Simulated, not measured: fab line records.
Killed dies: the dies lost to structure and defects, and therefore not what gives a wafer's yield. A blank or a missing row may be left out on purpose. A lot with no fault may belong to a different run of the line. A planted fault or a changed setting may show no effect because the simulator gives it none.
8D (eight disciplines) problem report, filled in by code :: flow sfq-line :: the parts of the form that need people (team, actions taken, sign-off) are left out

1. THE PROBLEM
Mean L0_MONX_KI_RS at SFQ_L0_RS_MEAS_901: 40.9 ohm/sq over 6 wafers in 3 lots; fault-free wafers: 43.3 ohm/sq, standard deviation 0.41. That puts it -5.8 standard deviations away from the usual mean.
The step: measures by four-point-probe.
First observed at day 3 14:37: wafer L172.4, on film-metro-01. Wafers with a number at this step in the record: 18, from 7 lots. Rule for "out", or "out of limits": more than 4 standard deviations from the usual mean. The other wafers with a number count as sound.

2. WHAT IT IS AND WHAT IT IS NOT
question: which readings at this step
is: L0_MONX_KI_RS
is not: -

question: which lots
is: L172, L173, L175
is not: L164, L166, L181, L182

question: which wafers of those lots
is: all that have a number
is not: -

question: read on which gauges
is: film-metro-01, film-metro-02
is not: film-metro-03

question: when
is: from day 3 14:37
is not: up to then (6 sound wafers); but 6 sound wafers of L181, L182 came after

3. SUSPECTS, AND WHAT RULES EACH OUT
Counting: any tool at a process step up to the reading is kept as a suspect provided that every lot that is out went through it and no sound lot did after the first of them.
- ruled out: the gauge at SFQ_L0_RS_MEAS_901. 2 gauges (film-metro-01, film-metro-02) read the wafers that are out.
- pvd-sputter-05 at SFQ_TRILAYER_L0_DEP_SPUTTER_003 (material MoNx KI, target thk 40 nm, time 100 s): kept. Every lot that is out went through it, starting with L172 (day 3 14:29), and after that it ran no sound lot; the last sound lot it ran before then is L164 (day 1 22:29).
The count leaves pvd-sputter-05 at SFQ_TRILAYER_L0_DEP_SPUTTER_003.

4. THE CAUSE (what the simulator had put in)
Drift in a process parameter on pvd-sputter-05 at SFQ_TRILAYER_L0_DEP_SPUTTER_003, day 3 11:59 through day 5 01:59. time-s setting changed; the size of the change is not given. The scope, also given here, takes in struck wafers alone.
This tool alone remained once counting was done.

5. THE EFFECT CHAIN, in route order
Each row: a reading whose mean over the struck wafers that have a number lies more than 3 standard deviations from the usual. Only readings for which the record gives a usual standard deviation are gone through. hours: the time from each lot's start at the first step in this table that gives one to its start at this step, as a median over the lots. sigmas: the change in usual standard deviations.
hours: 0
step: SFQ_L0_RS_MEAS_901
reading: L0_MONX_KI_RS
usual: 43.3 ohm/sq
on struck wafers: 40.9
change: -2.4
sigmas: -5.8

hours: 0
step: SFQ_L0_THK_MEAS_902
reading: L0_MONX_KI_THK
usual: 40.3 nm
on struck wafers: 42.8
change: +2.5
sigmas: +5.2

hours: 79
step: SFQ_TRILAYER_L0_ETCH_METAL_ETCH_008
reading: oes-product-au
usual: 0.875 a.u.
on struck wafers: 0.907
change: +0.032
sigmas: +4.9
The process steps in it:
- SFQ_TRILAYER_L0_ETCH_METAL_ETCH_008: etches MoNx KI in SF6/O2, stops on SiO2, target depth 50 nm, time 25 s.
At these later measuring or inspecting steps, every struck wafer for which the step has a row has a number for every such reading, and none has moved that far: SFQ_L0V_OVL_MEAS_903, SFQ_M0_RS_MEAS_904, SFQ_M8_BOW_MEAS_951.

6. HOW IT WOULD HAVE BEEN CAUGHT EARLIER
The first out-of-limits reading at a measuring or inspecting step in this record came at day 3 14:37, 3 hours after the fault's start at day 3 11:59.
No tool reading at SFQ_TRILAYER_L0_DEP_SPUTTER_003 that has a usual standard deviation in the record was out on any struck wafer, so an alarm limit of 4 standard deviations on those readings would not have fired.
Of the lots that are out (3), L173, L175 began SFQ_TRILAYER_L0_DEP_SPUTTER_003 on pvd-sputter-05 after day 3 14:37. A hold on the tool at that time would have spared those 2.
